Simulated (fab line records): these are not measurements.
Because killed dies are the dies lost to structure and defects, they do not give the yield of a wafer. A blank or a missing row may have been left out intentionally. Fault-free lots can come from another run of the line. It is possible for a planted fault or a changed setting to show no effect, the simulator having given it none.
Struck lot and sound lot, side by side + flow sky130 + 23 steps out of a route of 708
Sound: these wafers, L925.1, L925.2, L925.6. Wafers struck: L928.3, L928.5, L928.6. The cause comes at the end.
For every step that has rows: the tool of each side, followed by ch and its chambers, followed by its first start. Under that, the readings that differ: sound wafers + struck wafers + difference of the means + sigmas: that difference in standard deviations of wafers without a fault.
alike: a reading whose means differ by less than 2 such deviations, as well as words and numbers matching on both sides. not compared: withheld readings; readings where some wafer has no value; bounds like >300 that might hide an equal value; numbers whose values overlap and for which the record gives no deviation.
Wherever a step has rows on one side only, a row that says differs or no value, or a row with sigmas, the two part there. When numbers do not overlap yet have no deviation, they are printed without sigmas and do not part them. A reading missing from all wafers of one side parts the sides only when that side holds two or more wafers.

first, 4 steps without rows for these wafers: SKY_LDD_HVP_SOFTBAKE_03 (time 60 s); SKY_LDD_HVP_EXPOSE_04 (exposes mask HVPTM, target cd 700 nm); SKY_LDD_HVP_PEB_05; SKY_LDD_HVP_DEVELOP_06 (develop time 60 s).
SKY_LDD_HVP_OVL_MEAS_07:
  struck on overlay-02, day 26 09:47; sound on overlay-02, day 24 23:13
  alike: LDD_HVP_OVL
then, 1 step without rows for these wafers: SKY_LDD_HVP_IMPLANT_08.
SKY_LDD_HVP_STRIP_09: strips in O2/N2.
  sound on plasma asher-02 ch 0,1, day 24 23:24; struck on plasma asher-02 ch 0,1, day 26 10:00
  alike: drypump motor current A, oes product au, strip time to endpoint s
  not compared: rf hours counter h
SKY_LDD_HVP_TW_MEAS_10:
  struck on film metro-02, day 26 10:05; sound on film metro-02, day 24 23:30
  alike: LDD_HVP_TW
then, 4 steps without rows for these wafers: SKY_LDD_LDN_DEHYDRATE_00 (time 60 s); SKY_LDD_LDN_HMDS_01 (prime time 60 s); SKY_LDD_LDN_COAT_02 (resist thk 1140 nm); SKY_LDD_LDN_SOFTBAKE_03 (time 60 s).
SKY_LDD_LDN_EXPOSE_04: exposes mask LDNTM, target cd 700 nm.
  sound on iline stepper-01 ch 0, day 25 14:08; struck on iline stepper-02 ch 0, day 27 00:43
| reading | sound                   | struck               | difference | sigmas |
|---------|-------------------------|----------------------|------------|--------|
| mask    | LDNTM#0 LDNTM#0 LDNTM#0 | PSDM#0 PSDM#0 PSDM#0 | differs    |        |
  alike: exposure dose mJ cm2
then, 2 steps without rows for these wafers: SKY_LDD_LDN_PEB_05; SKY_LDD_LDN_DEVELOP_06 (develop time 60 s).
SKY_LDD_LDN_OVL_MEAS_07:
  struck on overlay-02, day 27 14:19; sound on overlay-01, day 26 04:56
| reading          | sound       | struck | difference                    | sigmas |
|------------------|-------------|--------|-------------------------------|--------|
| LDD_LDN_OVL (nm) | 1.1 1.0 1.6 | - - -  | no value on the struck wafers |        |
then, 4 steps without rows for these wafers: SKY_LDD_LDN_IMPLANT_08; SKY_LDD_LDN_IMPLANT_09; SKY_LDD_LDN_IMPLANT_10; SKY_LDD_LDN_IMPLANT_11.
SKY_LDD_LDN_STRIP_12: strips in O2/N2.
  sound on plasma asher-02 ch 0,1, day 26 05:35; struck on plasma asher-04 ch 0,1, day 27 14:58
  alike: drypump motor current A, oes product au, strip time to endpoint s
  not compared: rf hours counter h
SKY_LDD_LDN_TW_MEAS_13:
  struck on film metro-04, day 27 15:17; sound on film metro-04, day 26 05:41
| reading    | sound          | struck   | difference | sigmas      |
|------------|----------------|----------|------------|-------------|
| LDD_LDN_TW | 1480 1471 1471 | 30 30 29 | -1444      | -99 or more |
  not compared: hold
SKY_PAD_OPEN_PROBE_99:
  the record holds rows for the sound wafers here (prober-02, day 48 06:22) but none for the struck ones

== WHERE THEY PART ==
First at SKY_LDD_LDN_EXPOSE_04; last, within this record, at SKY_PAD_OPEN_PROBE_99.

WHY: the cause the simulator had injected
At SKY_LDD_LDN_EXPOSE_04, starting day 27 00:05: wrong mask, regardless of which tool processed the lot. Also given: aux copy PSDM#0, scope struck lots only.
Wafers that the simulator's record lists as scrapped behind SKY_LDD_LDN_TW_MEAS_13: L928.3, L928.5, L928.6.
